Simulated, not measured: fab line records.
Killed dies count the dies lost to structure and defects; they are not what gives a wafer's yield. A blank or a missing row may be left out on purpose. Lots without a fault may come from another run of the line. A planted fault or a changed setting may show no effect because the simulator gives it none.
Which tool was responsible?    flow sky130    10 lots with 30 wafers sampled at 6 steps, on a route of 708 steps

## WHAT THE GAUGES SHOWED, per wafer
SKY_SD_N_CD_MEAS_07: target cd 380 nm. Usual: cdNm reads 379.6 nm (standard deviation 2.7).
lot   measured      on        cdNm (nm)          flag
L682  day 29 07:02  cdSem-01  381.2 380.0 381.1  
L683  day 29 16:17  cdSem-02  380.3 378.7 378.4  
L686  day 31 01:47  cdSem-02  377.0 373.1 372.9  
L687  day 31 08:13  cdSem-02  379.7 378.2 380.6  
L688  day 31 18:07  cdSem-02  376.6 376.5 376.6  
L689  day 31 23:53  cdSem-01  380.2 381.4 381.1  
L690  day 32 09:43  cdSem-01  386.0 384.2 384.9  
L699  day 35 16:04  cdSem-01  379.2 379.3 379.8  
L700  day 35 16:43  cdSem-01  382.8 382.1 382.1  
L701  day 36 03:20  cdSem-02  384.7 384.6 383.1  

SKY_CAP2M_THK_MEAS_04: measures by xrf. Usual: for CAP2M_TIN_THK the level is 199.6 nm and the standard deviation is 2.3.
lot   measured      on            CAP2M_TIN_THK (nm)  flag
L682  day 41 05:37  filmMetro-01  203.3 200.9 205.0   
L683  day 41 10:59  filmMetro-02  197.7 198.9 198.9   
L686  day 42 15:26  filmMetro-02  199.3 199.3 199.9   
L687  day 42 22:35  filmMetro-03  199.1 196.8 197.2   
L688  day 43 09:29  filmMetro-01  201.6 202.5 202.3   
L689  day 43 10:31  filmMetro-02  198.3 198.2 199.1   
L690  day 43 20:15  filmMetro-03  198.1 199.1 196.9   
L699  day 46 14:17  filmMetro-03  198.5 197.3 198.2   
L700  day 46 14:53  filmMetro-03  199.7 198.7 195.9   
L701  day 46 19:25  filmMetro-01  202.4 202.7 204.6   

## EACH LOT AND THE TOOL THAT RAN IT (in order: tool; ch and the chambers of the sampled wafers; start)
lot   SKY_CONTACT_STRIP_19                 SKY_CAPM_METAL_ETCH_13            SKY_CAPM_STRIP_14                    SKY_METAL3_ETCH_17
L682  plasmaAsher-03 ch 0,1, day 33 00:34  rieMetal-01 ch 0,1, day 38 22:16  plasmaAsher-01 ch 0,1, day 38 22:20  rieDiel-04 ch 1,2, day 40 01:03
L683  plasmaAsher-04 ch 0,1, day 33 09:33  rieMetal-02 ch 0,1, day 39 04:36  plasmaAsher-03 ch 0,1, day 39 04:41  rieDiel-01 ch 0,1, day 40 06:48
L686  plasmaAsher-04 ch 0,1, day 34 16:12  rieMetal-02 ch 0,1, day 40 10:18  plasmaAsher-03 ch 1, day 40 10:23    rieDiel-03 ch 0,1,2, day 41 12:00
L687  plasmaAsher-03 ch 0,1, day 34 22:25  rieMetal-02 ch 0,1, day 40 17:57  plasmaAsher-01 ch 0,1, day 40 18:01  rieDiel-03 ch 0,3, day 41 19:54
L688  plasmaAsher-03 ch 0,1, day 35 09:12  rieMetal-02 ch 0,1, day 41 04:00  plasmaAsher-04 ch 0,1, day 41 04:05  rieDiel-03 ch 0,1,3, day 42 06:07
L689  plasmaAsher-03 ch 0,1, day 35 13:54  rieMetal-02 ch 0,1, day 41 06:10  plasmaAsher-01 ch 0,1, day 41 06:14  rieDiel-04 ch 0,1, day 42 07:40
L690  plasmaAsher-02 ch 0,1, day 35 23:39  rieMetal-02 ch 0,1, day 41 16:27  plasmaAsher-04 ch 0, day 41 16:32    rieDiel-04 ch 0,2,3, day 42 17:33
L699  plasmaAsher-04 ch 0,1, day 39 03:12  rieMetal-04 ch 0,1, day 44 11:37  plasmaAsher-04 ch 0, day 44 11:41    rieDiel-03 ch 1,2, day 45 12:57
L700  plasmaAsher-03 ch 0,1, day 39 05:36  rieMetal-02 ch 1, day 44 13:09    plasmaAsher-03 ch 0, day 44 13:18    rieDiel-04 ch 1,2, day 45 13:06
L701  plasmaAsher-04 ch 0,1, day 39 14:17  rieMetal-04 ch 0,1, day 44 20:20  plasmaAsher-04 ch 0,1, day 44 20:25  rieDiel-01 ch 1,2, day 45 18:00
- SKY_CONTACT_STRIP_19: strips in O2/N2.
- SKY_CAPM_METAL_ETCH_13: etches TiN in Cl2/BCl3, stops on SiO2, target depth 220 nm, time 62.9 s.
- SKY_CAPM_STRIP_14: strips in O2/N2.
- SKY_METAL3_ETCH_17: etches SiO2 in C4F8/O2/Ar, stops on TiN, time 3.9 s, target depth 15 nm.

## AS READ BY THE TOOLS THEMSELVES (means over the sampled wafers that have a number; for cases with no such wafer, the mark the record gives instead)
SKY_CONTACT_STRIP_19. Usual: drypumpMotorCurrentA 5.19 A, standard deviation 0.17; oesProductAu 0.380 a.u., standard deviation 0.0044; stripTimeToEndpointS 3.60 s, standard deviation 0.038.
lot   tool            drypumpMotorCurrentA (A)  oesProductAu (a.u.)  stripTimeToEndpointS (s)  flag
L682  plasmaAsher-03  5.32                      0.373                3.58                      
L683  plasmaAsher-04  5.10                      0.379                3.58                      
L686  plasmaAsher-04  5.12                      0.385                3.61                      
L687  plasmaAsher-03  5.26                      0.383                3.65                      
L688  plasmaAsher-03  5.33                      0.382                3.59                      
L689  plasmaAsher-03  5.25                      0.379                3.62                      
L690  plasmaAsher-02  5.18                      0.378                3.59                      
L699  plasmaAsher-04  5.01                      0.377                3.57                      
L700  plasmaAsher-03  5.26                      0.379                3.67                      
L701  plasmaAsher-04  5.09                      0.379                3.58                      

SKY_CAPM_METAL_ETCH_13. Usual: drypumpMotorCurrentA 5.68 A, standard deviation 0.28; mfcCl2Sccm 60.04 sccm, standard deviation 0.16; oesProductAu 0.945 a.u., standard deviation 0.007; runLengthS 91.0 s, standard deviation 0.32; throttleValvePct 21.899 %, standard deviation 0.0098.
lot   tool         drypumpMotorCurrentA (A)  mfcCl2Sccm (sccm)  oesProductAu (a.u.)  runLengthS (s)  throttleValvePct (%)  flag
L682  rieMetal-01  5.76                      60.21              0.938                90.8            21.905                
L683  rieMetal-02  5.83                      59.92              0.949                91.3            21.895                
L686  rieMetal-02  5.67                      59.92              0.946                90.9            21.898                
L687  rieMetal-02  5.86                      59.81              0.935                91.2            21.894                
L688  rieMetal-02  5.67                      59.97              0.945                91.0            21.891                
L689  rieMetal-02  5.88                      60.05              0.927                93.5            21.909                OFF
L690  rieMetal-02  5.65                      60.00              0.899                96.0            21.925                OFF
L699  rieMetal-04  5.28                      60.17              0.952                91.1            21.895                
L700  rieMetal-02  5.46                      60.16              0.943                91.1            21.906                
L701  rieMetal-04  5.38                      60.00              0.949                91.2            21.903                

SKY_CAPM_STRIP_14. Usual: drypumpMotorCurrentA 5.2 A, standard deviation 0.42; oesProductAu 0.710 a.u., standard deviation 0.0045; stripTimeToEndpointS 12.65 s, standard deviation 0.052.
lot   tool            drypumpMotorCurrentA (A)  oesProductAu (a.u.)  stripTimeToEndpointS (s)  flag
L682  plasmaAsher-01  5.5                       0.712                12.59                     
L683  plasmaAsher-03  5.3                       0.707                12.62                     
L686  plasmaAsher-03  5.2                       0.711                12.71                     
L687  plasmaAsher-01  5.5                       0.708                12.69                     
L688  plasmaAsher-04  5.1                       0.714                12.71                     
L689  plasmaAsher-01  5.0                       0.710                12.64                     
L690  plasmaAsher-04  4.9                       0.711                12.51                     
L699  plasmaAsher-04  4.9                       0.708                12.67                     
L700  plasmaAsher-03  5.4                       0.710                12.66                     
L701  plasmaAsher-04  5.0                       0.713                12.65                     

SKY_METAL3_ETCH_17. Usual: oesProductAu reads 0.757 a.u. (standard deviation 0.0075).
lot   tool        oesProductAu (a.u.)  flag
L682  rieDiel-04  0.767                
L683  rieDiel-01  0.758                
L686  rieDiel-03  0.757                
L687  rieDiel-03  0.761                
L688  rieDiel-03  0.756                
L689  rieDiel-04  0.743                
L690  rieDiel-04  0.721                OFF
L699  rieDiel-03  0.754                
L700  rieDiel-04  0.751                
L701  rieDiel-01  0.759                

## THE ANSWER, worked out from the rows above alone
Rule: a lot counts as off when the mean over its wafers that have a number is more than 3 standard deviations away from the usual mean. Also off: a lot with no number at a reading for which 4 or more lots have one. Any other lot the step has rows for is counted as sound. The gauges are gone through in route order, then the tools' own readings, and for those a lot's mean is taken as printed above. The first step at which some lot is off is used, and at that step the reading that is off furthest; a lot without a number counts as furthest.
Off, at SKY_CAPM_METAL_ETCH_13 on runLengthS: L689, L690.
A tool fits if, at that step or a process step before it, it ran every lot that is off, and no sound lot after the first of them. No candidate that was tried fits.

## WHAT THE SIMULATOR PUT IN
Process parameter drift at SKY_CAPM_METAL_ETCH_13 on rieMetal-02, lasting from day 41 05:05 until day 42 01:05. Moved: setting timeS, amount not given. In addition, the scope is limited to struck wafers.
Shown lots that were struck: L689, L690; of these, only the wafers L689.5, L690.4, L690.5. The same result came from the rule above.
